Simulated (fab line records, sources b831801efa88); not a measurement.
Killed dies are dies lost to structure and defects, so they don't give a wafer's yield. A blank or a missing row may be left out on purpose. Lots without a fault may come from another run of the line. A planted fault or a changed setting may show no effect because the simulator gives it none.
A struck lot beside a sound one | flow sky130 | 25 steps out of a route of 708
Sound: wafers L339.4, L339.5, L339.6. Struck: wafers L343.2, L343.4, L343.5. The cause comes at the end.
At each step with rows: each side's tool, then ch and its chambers, then its first start. Under that, the readings that differ: sound wafers | struck wafers | difference of the means | sigmas: that difference in standard deviations of wafers without a fault.
alike: readings whose means differ by less than 2 such deviations, and words and numbers that are the same on both sides. not compared: withheld readings, readings that some wafer has no value for, bounds like >300 that may hide the same value, and numbers for which the record gives no deviation and whose values overlap.
The two part at a step that has a row with sigmas, a row that says differs or no value, or rows on one side only. Numbers that don't overlap but have no deviation are shown without sigmas and don't part them. A reading that every wafer of one side lacks parts them only if that side has two wafers or more.

first, 10 steps without rows for these wafers: SKY_SONOS_ONO_COAT_08 (resist thk 1140 nm); SKY_SONOS_ONO_SOFTBAKE_09 (time 60 s); SKY_SONOS_ONO_EXPOSE_10 (exposes mask ONOM, target cd 410 nm); SKY_SONOS_ONO_PEB_11; SKY_SONOS_ONO_DEVELOP_12 (develop time 60 s); SKY_SONOS_ONO_ETCH_15 (etches the open film in CHF3/O2, target depth 19.52 nm, time 7.8 s); SKY_SONOS_ONO_WET_ETCH_16 (etches SiO2 in dHF, target depth 14 nm, time 280 s); SKY_SONOS_ONO_STRIP_17 (strips in O2/N2); SKY_SONOS_ONO_WET_ETCH_18 (etches Si3N4 in H3PO4, target depth 15 nm, time 172 s); SKY_GATE_OXIDE_CLEAN_00 (cleans in SC1/SC2, time 150 s).
SKY_GATE_OXIDE_OXIDATION_01: stabilise 600 s, purge 300 s, target thk 10.268 nm.
  sound on furnace-01 ch 0, day 16 00:59; struck on furnace-01 ch 0, day 17 10:24
  reading                                           | sound           | struck            | difference | sigmas
  model.SiO2_of_GATE_OXIDE_OXIDATION_01.thk_nm (nm) | 10.3 10.25 10.1 | 5.536 5.575 5.444 | -4.698     |
  alike: spike_tc_centre_C, spike_tc_lower_C, tube_center_temp_C, zone_power_bottom_pct, zone_power_centre_pct
SKY_GATE_OXIDE_THK_MEAS_02:
  sound on film_metro-04, day 16 02:26; struck on film_metro-01, day 17 12:03
  reading                          | sound             | struck         | difference | sigmas
  GATE_OXIDE_OXIDATION_00_THK (nm) | 10.32 10.25 10.16 | 5.56 5.60 5.45 | -4.71      | -25
  not compared: hold
then, 9 steps without rows for these wafers: SKY_GATE_OXIDE_HMDS_04 (prime time 60 s); SKY_GATE_OXIDE_COAT_05 (resist thk 1140 nm); SKY_GATE_OXIDE_SOFTBAKE_06 (time 60 s); SKY_GATE_OXIDE_EXPOSE_07 (exposes mask LVOM, target cd 600 nm); SKY_GATE_OXIDE_PEB_08; SKY_GATE_OXIDE_DEVELOP_09 (develop time 60 s); SKY_GATE_OXIDE_IMPLANT_11; SKY_GATE_OXIDE_WET_ETCH_12 (etches SiO2 in dHF, target depth 16.8 nm, time 336 s); SKY_GATE_OXIDE_STRIP_13 (strips in O2/N2).
SKY_GATE_OXIDE_TW_MEAS_14:
  sound on film_metro-02, day 17 05:59; struck on film_metro-04, day 18 17:25
  alike: GATE_OXIDE_TW
  not compared: hold
SKY_GATE_OXIDE_OXIDATION_16: stabilise 600 s, purge 300 s, target thk 3.57 nm.
  sound on furnace-02 ch 0, day 17 12:40; struck on furnace-02 ch 0, day 18 22:08
  reading                                           | sound            | struck            | difference | sigmas
  model.SiO2_of_GATE_OXIDE_OXIDATION_01.thk_nm (nm) | 11.62 11.6 11.47 | 7.311 7.383 7.239 | -4.252     |
  alike: spike_tc_centre_C, spike_tc_lower_C, tube_center_temp_C, zone_power_bottom_pct, zone_power_centre_pct
then, 1 step without rows for these wafers: SKY_POLY_GATE_CVD_00 (deposits poly-Si, target thk 180 nm, time 720 s).
-- the record jumps here: 30 days lie between the struck wafers' starts before and after (it left off in module POLY_GATE and takes up again in module PAD_OPEN, whose first step shown is number 708 of the route) --
SKY_PAD_OPEN_PROBE_99:
  sound on prober-01, day 48 16:58; struck on prober-02, day 49 07:30
  reading                                | sound                         | struck                        | difference | sigmas
  model.etest.nfet_16v.r_on_ohm_um       | 1.396e+04 1.389e+04 1.391e+04 | 1.185e+04 1.182e+04 1.166e+04 | -2.143e+03 |
  model.etest.pfet_16v.r_on_ohm_um       | 1.553e+04 1.518e+04 1.542e+04 | 1.385e+04 1.392e+04 1.368e+04 | -1.560e+03 |
  model.etest.pfet_g5v0d10v5.r_on_ohm_um | 4823 4844 4827                | 3869 3863 3847                | -972       |
  model.etest.tip_sonos.rs_ohm_sq        | 2707 2692 2642                | 1992 1981 1966                | -701       |
  model.etest.nfet_g5v0d10v5.r_on_ohm_um | 1897 1913 1914                | 1488 1495 1462                | -426       |
  model.etest.nfet_g5v0d10v5.drive_ua_um | 598.6 605.1 606.2             | 918.9 917.2 937.2             | +321.1     |
  model.etest.nfet_05v0_nvt.drive_ua_um  | 574.4 572.7 577.8             | 836.8 835.9 843.8             | +263.9     |
  model.etest.tip_p.rs_ohm_sq            | 6924 6981 6942                | 6642 6731 6726                | -249       |
  alike: killed_at_M0_to_M3, killed_at_M4_up, killed_at_contacts, killed_at_front_end, killed_at_other, killed_dies, killed_on_rim, killed_open, killed_short

WHERE THEY PART
Only at SKY_GATE_OXIDE_THK_MEAS_02, within this record. Later steps at which nothing parts them and some readings are alike: SKY_GATE_OXIDE_TW_MEAS_14, SKY_GATE_OXIDE_OXIDATION_16, SKY_PAD_OPEN_PROBE_99.

WHY: what the simulator had put in
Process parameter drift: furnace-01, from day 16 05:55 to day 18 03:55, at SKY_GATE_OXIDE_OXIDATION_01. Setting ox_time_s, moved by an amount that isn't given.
